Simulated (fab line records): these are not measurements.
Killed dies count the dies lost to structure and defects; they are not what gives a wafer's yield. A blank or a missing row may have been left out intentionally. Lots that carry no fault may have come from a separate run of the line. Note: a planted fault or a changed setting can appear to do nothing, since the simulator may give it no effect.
Chamber matching :: flow gf180mcu :: cmp-01 running GF_V2_CMP_26: 4 sister chambers
The step polishes, stops on SiO2, t overpolish 15 s, target thk 0 nm. 4 wafers are shown with their chamber, then 11 later ones without.

== EACH WAFER AND ITS CHAMBER ==
wafer: L090.4
chamber: 2
motorCurrentA (A): 10.3

wafer: L090.6
chamber: 3
motorCurrentA (A): 11.2

wafer: L093.5
chamber: 1
motorCurrentA (A): 9.8

wafer: L095.1
chamber: 0
motorCurrentA (A): 11.2

== WAFERS MISSING THEIR CHAMBER ==
wafer: L095.4
motorCurrentA (A): 9.1

wafer: L095.6
motorCurrentA (A): 11.2

wafer: L094.1
motorCurrentA (A): 10.7

wafer: L094.4
motorCurrentA (A): 11.3

wafer: L094.5
motorCurrentA (A): 10.9

wafer: L096.3
motorCurrentA (A): 9.5

wafer: L096.4
motorCurrentA (A): 11.4

wafer: L096.6
motorCurrentA (A): 11.5

wafer: L097.2
motorCurrentA (A): 10.5

wafer: L097.5
motorCurrentA (A): 11.1

wafer: L097.6
motorCurrentA (A): 11.5

== THE CHAMBER EACH PASSED THROUGH ==
wafer: L095.4
from the rows above: can't be placed: 1 or 2
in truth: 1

wafer: L095.6
from the rows above: can't be placed: 0 or 3
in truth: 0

wafer: L094.1
from the rows above: can't be placed: 2 or 0 or 3 or 1
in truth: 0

wafer: L094.4
from the rows above: can't be placed: 0 or 3
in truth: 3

wafer: L094.5
from the rows above: can't be placed: 0 or 3 or 2
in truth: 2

wafer: L096.3
from the rows above: can't be placed: 1 or 2
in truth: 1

wafer: L096.4
from the rows above: can't be placed: 0 or 3
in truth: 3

wafer: L096.6
from the rows above: can't be placed: 0 or 3
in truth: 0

wafer: L097.2
from the rows above: can't be placed: 2 or 0 or 1 or 3
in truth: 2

wafer: L097.5
from the rows above: can't be placed: 0 or 3
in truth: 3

wafer: L097.6
from the rows above: can't be placed: 0 or 3
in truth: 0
0 of 11 placed correctly. These rows do not allow placing 11 (true chamber among the candidates in 11). Placed wrongly: 0.
How it was worked out, from the rows above alone: a wafer's distance from a chamber is the root of the sum, over the readings, of the square of ((its reading less the chamber's mean) divided by the reading's scatter). If the next closest chamber is less than 2 further off than the closest, the wafer can't be placed; otherwise it belongs to the closest. For every chamber, the mean is computed from those of its wafers that are shown. The scatter (one wafer shown for each chamber): square how far every hidden wafer sits from the nearest shown wafer, average those squares and take the square root.
